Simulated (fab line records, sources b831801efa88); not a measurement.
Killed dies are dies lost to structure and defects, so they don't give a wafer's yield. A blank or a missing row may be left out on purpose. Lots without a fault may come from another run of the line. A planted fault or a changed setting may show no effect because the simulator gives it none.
A struck lot beside a sound one | flow sky130 | 43 steps out of a route of 708
Sound: wafers L244.3, L244.4, L244.6. Struck: wafers L248.1, L248.5, L248.6. The cause comes at the end.
At each step with rows: each side's tool, then ch and its chambers, then its first start. Under that, the readings that differ: sound wafers | struck wafers | difference of the means | sigmas: that difference in standard deviations of wafers without a fault.
alike: readings whose means differ by less than 2 such deviations, and words and numbers that are the same on both sides. not compared: withheld readings, readings that some wafer has no value for, bounds like >300 that may hide the same value, and numbers for which the record gives no deviation and whose values overlap.
The two part at a step that has a row with sigmas, a row that says differs or no value, or rows on one side only. Numbers that don't overlap but have no deviation are shown without sigmas and don't part them. A reading that every wafer of one side lacks parts them only if that side has two wafers or more.

SKY_FIELD_ISO_THK_MEAS_02:
  sound on film_metro-02, day 2 04:49; struck on film_metro-04, day 3 00:04
  alike: FIELD_ISO_OXIDATION_00_THK
then, 1 step without rows for these wafers: SKY_FIELD_ISO_CVD_03 (deposits Si3N4 from DCS/NH3, target thk 165 nm, time 2830 s).
SKY_FIELD_ISO_THK_MEAS_04:
  sound on film_metro-01, day 2 06:40; struck on film_metro-01, day 3 03:02
  alike: FIELD_ISO_CVD_03_THK
then, 8 steps without rows for these wafers: SKY_FIELD_ISO_DEHYDRATE_05 (time 60 s); SKY_FIELD_ISO_HMDS_06 (prime time 60 s); SKY_FIELD_ISO_COAT_07 (resist thk 60 nm); SKY_FIELD_ISO_COAT_08 (resist thk 450 nm); SKY_FIELD_ISO_SOFTBAKE_09 (time 90 s); SKY_FIELD_ISO_EXPOSE_10 (exposes mask FOM, target cd 150 nm); SKY_FIELD_ISO_PEB_11; SKY_FIELD_ISO_DEVELOP_12 (develop time 60 s).
SKY_FIELD_ISO_CD_MEAS_13: target cd 150 nm.
  sound on cd_sem-01, day 2 20:56; struck on cd_sem-02, day 3 18:57
  alike: cd_nm
SKY_FIELD_ISO_ETCH_14: etches BARC in N2/H2, stops on SiO2, time 45.9 s, target depth 60 nm.
  sound on rie_diel-04 ch 0,2, day 2 21:01; struck on rie_diel-04 ch 0,1, day 3 19:04
  alike: drypump_motor_current_A, n2_flow_sccm, oes_product_au, rf_fwd_power_W, throttle_valve_pct
  not compared: rf_hours_counter_h
SKY_FIELD_ISO_ETCH_15: etches the open film in CHF3/O2, stops on Si, target depth 180 nm, time 72 s.
  sound on rie_diel-04 ch 0,2, day 2 21:04; struck on rie_diel-04 ch 0,1, day 3 19:07
  alike: drypump_motor_current_A, oes_product_au, rf_fwd_power_W, throttle_valve_pct
  not compared: rf_hours_counter_h
SKY_FIELD_ISO_STRIP_16: strips in O2/N2.
  sound on plasma_asher-03 ch 0,1, day 2 21:09; struck on plasma_asher-04 ch 0,1, day 3 19:10
  alike: drypump_motor_current_A, n2_flow_sccm, oes_product_au, strip_time_to_endpoint_s
  not compared: rf_hours_counter_h
SKY_FIELD_ISO_ETCH_17: etches Si in HBr/Cl2/O2, target depth 342 nm, time 97.7 s.
  sound on rie_si-01 ch 0,2,3, day 2 21:13; struck on rie_si-02 ch 0,1, day 3 19:16
  reading               | sound             | struck            | difference | sigmas
  oes_product_au (a.u.) | 0.997 1.008 0.998 | 0.993 0.985 0.983 | -0.014     | -2
  alike: HBr_flow_sccm, drypump_motor_current_A, rf_fwd_power_W, throttle_valve_pct
  not compared: rf_hours_counter_h
then, 5 steps without rows for these wafers: SKY_FIELD_ISO_WET_ETCH_18 (etches Si3N4 in H3PO4, target depth 25 nm, time 286 s); SKY_FIELD_ISO_CLEAN_19 (cleans in SC1/SC2, time 150 s); SKY_FIELD_ISO_CLEAN_20 (cleans in dHF, time 20 s); SKY_FIELD_ISO_WET_ETCH_21 (etches SiO2 in dHF, target depth 20 nm, time 400 s); SKY_FIELD_ISO_OXIDATION_22 (stabilise 600 s, purge 300 s, target thk 10 nm).
SKY_FIELD_ISO_THK_MEAS_23:
  sound on film_metro-04, day 3 00:24; struck on film_metro-04, day 3 20:47
  alike: FIELD_ISO_OXIDATION_01_THK
then, 1 step without rows for these wafers: SKY_FIELD_ISO_CVD_24 (deposits SiO2, target thk 595 nm, time 99.2 s).
SKY_FIELD_ISO_THK_MEAS_25:
  sound on film_metro-04, day 3 00:35; struck on film_metro-04, day 3 20:56
  alike: FIELD_ISO_CVD_24_THK
then, 1 step without rows for these wafers: SKY_FIELD_ISO_ANNEAL_26 (time 1800 s).
SKY_FIELD_ISO_CMP_27: polishes, stops on Si3N4, t overpolish 16 s, target thk 457.8 nm.
  sound on cmp-02 ch 2,3, day 3 03:31; struck on cmp-01 ch 0,1,2, day 3 23:53
  alike: motor_current_A, overpolish_run_s, time_to_endpoint_s
then, 5 steps without rows for these wafers: SKY_FIELD_ISO_WET_ETCH_28 (etches SiO2 in dHF, target depth 23.7 nm, time 47 s); SKY_FIELD_ISO_WET_ETCH_29 (etches Si3N4 in H3PO4, target depth 160 nm, time 1825 s); SKY_FIELD_ISO_WET_ETCH_30 (etches SiO2 in dHF, target depth 25 nm, time 50 s); SKY_NWELL_CLEAN_00 (cleans in SC1/SC2, time 150 s); SKY_NWELL_OXIDATION_01 (stabilise 600 s, purge 300 s, target thk 10 nm).
SKY_NWELL_THK_MEAS_02:
  sound on film_metro-04, day 3 07:31; struck on film_metro-02, day 4 02:35
  alike: NWELL_OXIDATION_THK
then, 8 steps without rows for these wafers: SKY_DNWELL_DEHYDRATE_00 (time 60 s); SKY_DNWELL_HMDS_01 (prime time 60 s); SKY_DNWELL_COAT_02 (resist thk 3000 nm); SKY_DNWELL_SOFTBAKE_03; SKY_DNWELL_EXPOSE_04 (exposes mask DNM, target cd 3000 nm); SKY_DNWELL_PEB_05; SKY_DNWELL_DEVELOP_06 (develop time 60 s); SKY_DNWELL_IMPLANT_07.
SKY_DNWELL_STRIP_08: strips in O2/N2.
  sound on plasma_asher-01 ch 0,1, day 3 23:50; struck on plasma_asher-04 ch 0,1, day 4 19:03
  alike: drypump_motor_current_A, n2_flow_sccm, oes_product_au, strip_time_to_endpoint_s
  not compared: rf_hours_counter_h
SKY_DNWELL_TW_MEAS_09:
  sound on film_metro-04, day 3 23:55; struck on film_metro-03, day 4 19:09
  reading   | sound          | struck         | difference | sigmas
  DNWELL_TW | 1128 1119 1123 | 1091 1097 1095 | -29        | -2
-- the record jumps here: 43 days lie between the struck wafers' starts before and after (it left off in module DNWELL and takes up again in module PAD_OPEN, whose first step shown is number 708 of the route) --
SKY_PAD_OPEN_PROBE_99:
  the record has rows for the struck wafers here (prober-02, day 47 14:55) and none for the sound ones

WHERE THEY PART
First at SKY_FIELD_ISO_ETCH_17; last, within this record, at SKY_PAD_OPEN_PROBE_99.

WHY: what the simulator had put in
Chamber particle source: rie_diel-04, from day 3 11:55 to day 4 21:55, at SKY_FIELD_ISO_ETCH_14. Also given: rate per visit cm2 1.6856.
